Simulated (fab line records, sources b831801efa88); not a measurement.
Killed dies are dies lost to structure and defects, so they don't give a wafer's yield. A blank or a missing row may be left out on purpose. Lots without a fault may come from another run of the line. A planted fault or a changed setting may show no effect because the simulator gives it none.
A struck lot beside a sound one | flow sky130 | 16 steps out of a route of 708
Sound: wafers L501.3, L501.4, L501.6. Struck: wafers L507.2, L507.5, L507.6. The cause comes at the end.
At each step with rows: each side's tool, then ch and its chambers, then its first start. Under that, the readings that differ: sound wafers | struck wafers | difference of the means | sigmas: that difference in standard deviations of wafers without a fault.
alike: readings whose means differ by less than 2 such deviations, and words and numbers that are the same on both sides. not compared: withheld readings, readings that some wafer has no value for, bounds like >300 that may hide the same value, and numbers for which the record gives no deviation and whose values overlap.
The two part at a step that has a row with sigmas, a row that says differs or no value, or rows on one side only. Numbers that don't overlap but have no deviation are shown without sigmas and don't part them. A reading that every wafer of one side lacks parts them only if that side has two wafers or more.

SKY_VIA2_CMP_02: polishes SiO2.
  sound on cmp-01 ch 1,2,3, day 38 07:14; struck on cmp-02 ch 1,2,3, day 39 11:49
  alike: edge_zone_pressure_frac, motor_current_A, slurry_filter_dp_kPa, slurry_flow_ml_min
SKY_VIA2_BOW_MEAS_03:
  sound on film_metro-03, day 38 07:28; struck on film_metro-03, day 39 12:02
  reading       | sound    | struck   | difference | sigmas
  VIA2_BOW (um) | 69 68 67 | 88 90 89 | +21        | +3
then, 8 steps without rows for these wafers: SKY_VIA2_DEHYDRATE_04 (time 60 s); SKY_VIA2_HMDS_05 (prime time 60 s); SKY_VIA2_COAT_06 (resist thk 60 nm); SKY_VIA2_COAT_07 (resist thk 450 nm); SKY_VIA2_SOFTBAKE_08 (time 90 s); SKY_VIA2_EXPOSE_09 (exposes mask VIM2, target cd 200 nm); SKY_VIA2_PEB_10; SKY_VIA2_DEVELOP_11 (develop time 60 s).
SKY_VIA2_CD_MEAS_12: target cd 200 nm.
  sound on cd_sem-01, day 39 08:45; struck on cd_sem-01, day 40 12:50
  alike: cd_nm
SKY_VIA2_OVL_MEAS_13:
  sound on overlay-02, day 39 08:50; struck on overlay-01, day 40 12:56
  alike: VIA2_OVL
SKY_VIA2_ETCH_14: etches BARC in N2/H2, stops on SiO2, time 45.9 s, target depth 60 nm.
  sound on rie_diel-02 ch 2,3, day 39 08:52; struck on rie_diel-02 ch 1,3, day 40 12:58
  reading                                     | sound                | struck               | difference | sigmas
  oes_product_au (a.u.)                       | 0.852 0.862 0.852    | 0.997 1.006 1.000    | +0.146     | +30
  run_length_s (s)                            | 73.5 73.6 73.3       | 50.2 51.0 50.3       | -23.0      | -50
  throttle_valve_pct (%)                      | 13.218 13.220 13.232 | 13.237 13.256 13.240 | +0.021     | +2
  model.KrF-thick_of_VIA2_COAT_07.thk_nm (nm) | 392.5 390.6 392.5    | 412.7 412.8 413.5    | +21.1      |
  model.etch.depth_nm (nm)                    | 59.69 59.81 59.56    | 39.27 39.09 39.41    | -20.43     |
  model.VIA2.cd_nm (nm)                       | 202.4 201.1 202.2    | 197.7 196.2 196.4    | -5.1       |
  alike: chamber_pressure_mTorr, drypump_motor_current_A
  not compared: rf_hours_counter_h
SKY_VIA2_ETCH_15: etches SiO2 in C4F8/O2/Ar, stops on TiN, target depth 546 nm, time 84 s.
  sound on rie_diel-02 ch 2,3, day 39 08:55; struck on rie_diel-02 ch 1,3, day 40 13:01
  reading                                     | sound             | struck            | difference | sigmas
  oes_product_au (a.u.)                       | 0.935 0.944 0.939 | 0.382 0.371 0.378 | -0.562     | -99 or more
  model.KrF-thick_of_VIA2_COAT_07.thk_nm (nm) | 283.5 281.4 284.3 | 301.4 301.8 301.6 | +18.5      |
  alike: chamber_pressure_mTorr, run_length_s
  not compared: rf_hours_counter_h
SKY_VIA2_STRIP_16: strips in O2/N2.
  sound on plasma_asher-02 ch 0,1, day 39 09:01; struck on plasma_asher-01 ch 0,1, day 40 13:04
  reading                      | sound          | struck         | difference | sigmas
  strip_time_to_endpoint_s (s) | 4.05 4.02 4.05 | 4.22 4.24 4.23 | +0.19      | +5
  alike: chamber_pressure_mTorr, drypump_motor_current_A, oes_product_au
  not compared: rf_hours_counter_h
then, 1 step without rows for these wafers: SKY_VIA2_STRIP_17 (strips in post etch residue remover, time 1200 s).

WHERE THEY PART
First at SKY_VIA2_BOW_MEAS_03; last, within this record, at SKY_VIA2_STRIP_16.

WHY: what the simulator had put in
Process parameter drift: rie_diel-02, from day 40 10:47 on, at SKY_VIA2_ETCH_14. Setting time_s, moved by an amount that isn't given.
